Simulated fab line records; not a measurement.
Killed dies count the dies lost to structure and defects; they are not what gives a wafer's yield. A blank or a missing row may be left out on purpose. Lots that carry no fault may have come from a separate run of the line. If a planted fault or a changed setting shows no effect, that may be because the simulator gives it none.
8D (eight disciplines) problem report, filled in by code || flow gf180mcu || the parts of the form that need people (team, actions taken, sign-off) are left out

== 1. WHAT WENT WRONG ==
Wafers free of any fault read 1063 (standard deviation 4.3) for HV_LDD_2_TW at GF_HV_LDD_TW_MEAS_23, against a mean of 1123 on 6 wafers of 2 lots. That is +14 standard deviations from the usual mean.
Earliest sighting: wafer L482.2 on film metro-03 at day 16 02:40. Wafers with a number at this step in the record: 39, from 13 lots. Rule for "out", or "out of limits": more than 4 standard deviations from the usual mean. Any other wafer with a number is counted as sound.

== 2. WHAT IT IS; WHAT IT IS NOT ==
{"question": "which readings at this step", "is": "HV_LDD_2_TW", "is not": "-"}
{"question": "which lots", "is": "L482, L484", "is not": "L465, L466, L468, L469, L473, L475, L476, L479, L481, L483, L487"}
{"question": "which wafers of those lots", "is": "all that have a number", "is not": "-"}
{"question": "read on which gauges", "is": "film metro-03", "is not": "film metro-01, film metro-04"}
{"question": "when", "is": "from day 16 02:40", "is not": "up to then (27 sound wafers); but 6 sound wafers of L483, L487 came after"}

== 3. SUSPECTS, AND WHAT RULES EACH OUT ==
Counting: any tool at a process step up to the reading is kept as a suspect provided that every lot that is out went through it and no sound lot did after the first of them.
- ruled out: the gauge at GF_HV_LDD_TW_MEAS_23. All the wafers that are out were read on film metro-03, but those of them that GF_HV_LDD_IMPLANT_21 has rows for are out there too, on other tools.
- implanter-01 at GF_HV_LDD_IMPLANT_21: kept. It ran every lot that is out, first L482 (day 16 02:25), and no sound lot after that; its last sound lot up to then is L476 (day 14 11:36). Its own readings are out on those wafers: dose ions cm2, faraday current uA.
Left after counting: implanter-01 at GF_HV_LDD_IMPLANT_21.

== 4. THE CAUSE (what the simulator had put in) ==
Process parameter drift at GF_HV_LDD_IMPLANT_21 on implanter-01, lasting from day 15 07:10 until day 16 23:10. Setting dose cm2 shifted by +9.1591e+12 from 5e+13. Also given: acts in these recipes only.
After counting, this tool was the only one left.

== 5. THE CHAIN OF EFFECTS, in route order ==
Rows list readings where the struck wafers' mean (over those with a number) sits beyond 3 standard deviations from the usual. Scope: only readings with a usual standard deviation given in the record; hours: median across lots of the time from each lot's start at the first step in this table that gives one to its start at this step; sigmas: change in usual standard deviations.
{"hours": 0, "step": "GF_HV_LDD_IMPLANT_21", "reading": "dose ions cm2", "usual": 5.001e+13, "on struck wafers": 5.921e+13, "change": "+9.197e+12", "sigmas": "+99 or more"}
{"hours": 0, "step": "GF_HV_LDD_IMPLANT_21", "reading": "faraday current uA", "usual": 282, "on struck wafers": 334, "change": "+52", "sigmas": "+9.2"}
{"hours": 0, "step": "GF_HV_LDD_TW_MEAS_23", "reading": "HV_LDD_2_TW", "usual": 1063, "on struck wafers": 1123, "change": "+60", "sigmas": "+14"}
Process steps it contains:
- GF_HV_LDD_IMPLANT_21
Later steps that measure or inspect, where all struck wafers having a row at the step show a number for every such reading and not one has moved that far: GF_SAB_CD_MEAS_09.

== 6. HOW IT WOULD HAVE BEEN CAUGHT EARLIER ==
The first out-of-limits reading at a measuring or inspecting step in this record came at day 16 02:40, 19 hours after the fault's start at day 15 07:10.
The tool's own readings at GF_HV_LDD_IMPLANT_21 were out on every struck wafer that the step has a row for (dose ions cm2, faraday current uA): an alarm limit on them would have fired on the first of those.
Of the lots that are out (2), L484 began GF_HV_LDD_IMPLANT_21 on implanter-01 after day 16 02:40. A tool hold placed at that time would have kept it from harm.
